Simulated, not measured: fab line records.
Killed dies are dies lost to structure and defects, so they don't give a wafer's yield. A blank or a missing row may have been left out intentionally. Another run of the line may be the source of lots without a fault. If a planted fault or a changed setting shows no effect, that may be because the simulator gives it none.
Comparing a struck lot with a sound one / flow sky130 / 17 steps out of a route of 708
Sound: wafers L696.1, L696.3, L696.6. Wafers struck: L699.1, L699.4, L699.5. The cause is given at the end.
Order at every step that has rows: each side's tool, ch and its chambers, its first start. Under that, the readings that differ: sound wafers / struck wafers / difference of the means / sigmas: that difference in standard deviations of wafers without a fault.
alike: same words and numbers on both sides, and readings whose means sit less than 2 such deviations apart. not compared: any withheld reading, any reading some wafer has no value for, any bound like >300 that may hide the same value, and any number with overlapping values for which the record gives no deviation.
Wherever a step has rows on one side only, a row that says differs or no value, or a row with sigmas, the two part there. When numbers do not overlap yet have no deviation, they are printed without sigmas and do not part them. A reading that every wafer of one side lacks parts them only if that side has two wafers or more.

SKY_METAL2_THK_MEAS_06: measures by xrf.
  sound on film_metro-03 at day 37 08:23; struck on film_metro-03 at day 38 06:02
  alike: METAL2_ALCU_THK
then, 8 steps without rows for these wafers: SKY_METAL2_DEHYDRATE_07 (time 60 s); SKY_METAL2_HMDS_08 (prime time 60 s); SKY_METAL2_COAT_09 (resist thk 60 nm); SKY_METAL2_COAT_10 (resist thk 450 nm); SKY_METAL2_SOFTBAKE_11 (time 90 s); SKY_METAL2_EXPOSE_12 (exposes mask MM2, target cd 140 nm); SKY_METAL2_PEB_13; SKY_METAL2_DEVELOP_14 (develop time 61.34 s).
SKY_METAL2_CD_MEAS_15: the cd target is 140 nm.
  sound on cd_sem-01 at day 38 09:47; struck on cd_sem-01 at day 39 06:55
  alike: cd_nm
SKY_METAL2_OVL_MEAS_16:
  sound on overlay-02 at day 38 09:54; struck on overlay-02 at day 39 07:02
  alike: METAL2_OVL
SKY_METAL2_DESCUM_17: chemistry O2, time 8 s.
  sound on rie_metal-01 ch 0,1, day 38 09:56; struck on rie_metal-01 ch 0,1, day 39 07:05
  alike: drypump_motor_current_A, oes_product_au
  not compared: rf_hours_counter_h
SKY_METAL2_ETCH_18: etches BARC in N2/H2, stops on SiO2, time 45.9 s, target depth 60 nm.
  sound on rie_metal-01 ch 0,1, day 38 09:58; struck on rie_metal-01 ch 0,1, day 39 07:07
reading=model.KrF-thick_of_METAL2_COAT_10.thk_nm (nm); sound=390.2 392.8 392.3; struck=365.7 365 365.3; difference=-26.4; sigmas=
reading=model.METAL2.cd_nm (nm); sound=140 139.5 138.4; struck=132.7 131.2 132.7; difference=-7.1; sigmas=
  alike: drypump_motor_current_A, oes_product_au, throttle_valve_pct
  not compared: rf_hours_counter_h
SKY_METAL2_METAL_ETCH_19: etches the open film in Cl2/BCl3, stops on SiO2, target depth 360 nm, time 78 s.
  sound on rie_metal-01 ch 0,1, day 38 10:02; struck on rie_metal-01 ch 0,1, day 39 07:10
reading=oes_product_au (a.u.); sound=0.866 0.864 0.864; struck=0.846 0.854 0.846; difference=-0.016; sigmas=-3
reading=model.KrF-thick_of_METAL2_COAT_10.thk_nm (nm); sound=153.6 159.5 159.5; struck=127.8 127 130.6; difference=-29.1; sigmas=
reading=model.METAL2.cd_nm (nm); sound=137.8 138 138; struck=132.1 130.2 131.2; difference=-6.8; sigmas=
  alike: drypump_motor_current_A, throttle_valve_pct
  not compared: rf_hours_counter_h
SKY_METAL2_STRIP_20: strips in O2/N2.
  sound on plasma_asher-04 ch 0,1, day 38 10:07; struck on plasma_asher-03 ch 0,1, day 39 07:16
reading=oes_product_au (a.u.); sound=0.339 0.338 0.349; struck=0.330 0.326 0.334; difference=-0.012; sigmas=-3
reading=strip_time_to_endpoint_s (s); sound=2.64 2.70 2.70; struck=2.35 2.34 2.38; difference=-0.32; sigmas=-10
  alike: drypump_motor_current_A
  not compared: rf_hours_counter_h
then, 1 step without rows for these wafers: SKY_METAL2_STRIP_21 (strips in post etch residue remover, time 1200 s).
-- the record jumps here: 10 days lie between the struck wafers' starts before and after (it left off in module METAL2 and takes up again in module PAD_OPEN, whose first step shown is number 708 of the route) --
SKY_PAD_OPEN_PROBE_99:
  sound on prober-01 at day 48 05:56; struck on prober-02 at day 48 22:26
reading=model.etest.met2.width_nm (nm); sound=138.9; struck=136.2 125.7 127.3; difference=-9.2; sigmas=
reading=model.etest.met2.line_ohm_um; sound=0.9038; struck=0.9592 1.035 1.026; difference=+0.1029; sigmas=
  alike: defect_limited_yield, killed_at_M0_to_M3, killed_at_M4_up, killed_at_contacts, killed_at_front_end, killed_at_other, killed_dies, killed_open, killed_short, sort_bin_3_pad_short, sort_bin_5_function, sort_bin_6_memory, sort_n_pass, sort_yield_pct

## WHERE THEY PART
Last at SKY_METAL2_STRIP_20 as far as this record goes, first at SKY_METAL2_METAL_ETCH_19. Later steps at which nothing parts them and some readings are alike: SKY_PAD_OPEN_PROBE_99.

WHY: whatever the simulator had introduced
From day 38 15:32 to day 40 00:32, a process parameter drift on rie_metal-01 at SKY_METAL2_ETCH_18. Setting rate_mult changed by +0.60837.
